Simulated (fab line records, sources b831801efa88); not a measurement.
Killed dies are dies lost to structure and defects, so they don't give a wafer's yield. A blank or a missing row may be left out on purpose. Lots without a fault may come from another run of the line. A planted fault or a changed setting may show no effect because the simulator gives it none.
Which tool did it? | flow gf180mcu | 6 lots, 18 wafers sampled, at 1 step of a route of 602

WHAT THE GAUGES READ, wafer by wafer
GF_V4_BOW_MEAS_05.
lot  | measured     | on            | V4_BOW (um)
L146 | day 25 05:44 | film_metro-04 | 133 134 130
L150 | day 26 13:40 | film_metro-04 | 144 144 132
L152 | day 27 10:04 | film_metro-01 | 137 129 142
L154 | day 27 19:19 | film_metro-01 | 134 136 130
L158 | day 29 02:07 | film_metro-02 | 143 143 130
L163 | day 30 07:46 | film_metro-01 | 140 144 138

WHICH TOOL RAN EACH LOT (tool, then ch and the chambers of the sampled wafers, then the start)
The record holds no process step before these readings.

THE ANSWER, worked out from the rows above alone
Rule: what is usual is taken from the lots themselves. Put in order of their means at a reading, lots are off if they are a third of the lots or fewer, leave a main group of 4 or more, and stand apart from it by a gap of 3 or more times the standard deviation of the main group's means; of several such gaps the widest counts. A main group whose means are all the same, to the digits that the tables above print for the reading, isn't used. A lot without any number at a reading at which 4 lots or more have one is off too. The other lots that the step has rows for count as sound.
No lot is off at any reading shown: from this, nothing can be told.

WHAT THE SIMULATOR HAD PUT IN
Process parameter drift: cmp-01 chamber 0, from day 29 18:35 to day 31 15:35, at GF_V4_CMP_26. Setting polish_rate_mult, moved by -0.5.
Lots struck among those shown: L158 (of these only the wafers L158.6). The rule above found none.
